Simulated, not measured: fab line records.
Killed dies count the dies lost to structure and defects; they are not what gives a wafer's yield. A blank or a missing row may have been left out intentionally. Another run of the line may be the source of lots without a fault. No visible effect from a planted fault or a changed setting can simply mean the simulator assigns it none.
Matching of chambers -- flow gf180mcu -- GF_PASSIVATION_CVD_00 on pecvd-01 has 3 sister chambers
The step deposits SiO2 from TEOS, target thk 1000 nm, time 111.95 s. 14 wafers are shown with their chamber, then 7 later ones without.

== WAFERS PAIRED WITH THEIR CHAMBERS ==
wafer,chamber,heater_power_w (W)
L699.2,1,822
L699.3,2,746
L699.6,2,811
L702.1,1,806
L702.2,2,814
L702.3,0,776
L703.2,0,855
L703.3,2,725
L703.4,1,807
L711.3,1,818
L711.4,2,664
L711.5,1,680
L715.1,0,869
L715.5,1,810

SIGNATURES, as means of the wafers listed above
reading,chamber 0,chamber 1,chamber 2,scatter within a chamber
heater_power_w,833.33,790.50,752.00,57
Rule: distance of a wafer from a chamber = root of the sum over the readings of ((wafer's reading minus chamber's mean) / reading's scatter) squared. If the next closest chamber is less than 2 further off than the closest, the wafer can't be placed; otherwise it belongs to the closest. How the scatter is found: for the shown wafers, subtract from each reading the mean of its chamber, square and add these, divide the total by (wafers less chambers), then take the root.

== WAFERS WITH NO CHAMBER GIVEN ==
wafer,heater_power_w (W)
L715.6,695
L718.1,760
L718.3,661
L718.4,860
L719.2,852
L719.3,821
L719.5,778

== WHICH CHAMBER EACH WENT THROUGH ==
wafer,from the rows above,in truth
L715.6,can't be placed: 2 or 1 or 0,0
L718.1,can't be placed: 2 or 1 or 0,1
L718.3,can't be placed: 2 or 1 or 0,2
L718.4,can't be placed: 0 or 1 or 2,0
L719.2,can't be placed: 0 or 1 or 2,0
L719.3,can't be placed: 0 or 1 or 2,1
L719.5,can't be placed: 1 or 2 or 0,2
Placed correctly: 0 of 7. Can't be placed from these rows: 7 (the true chamber is among the candidates in 7). Number placed wrongly: 0.
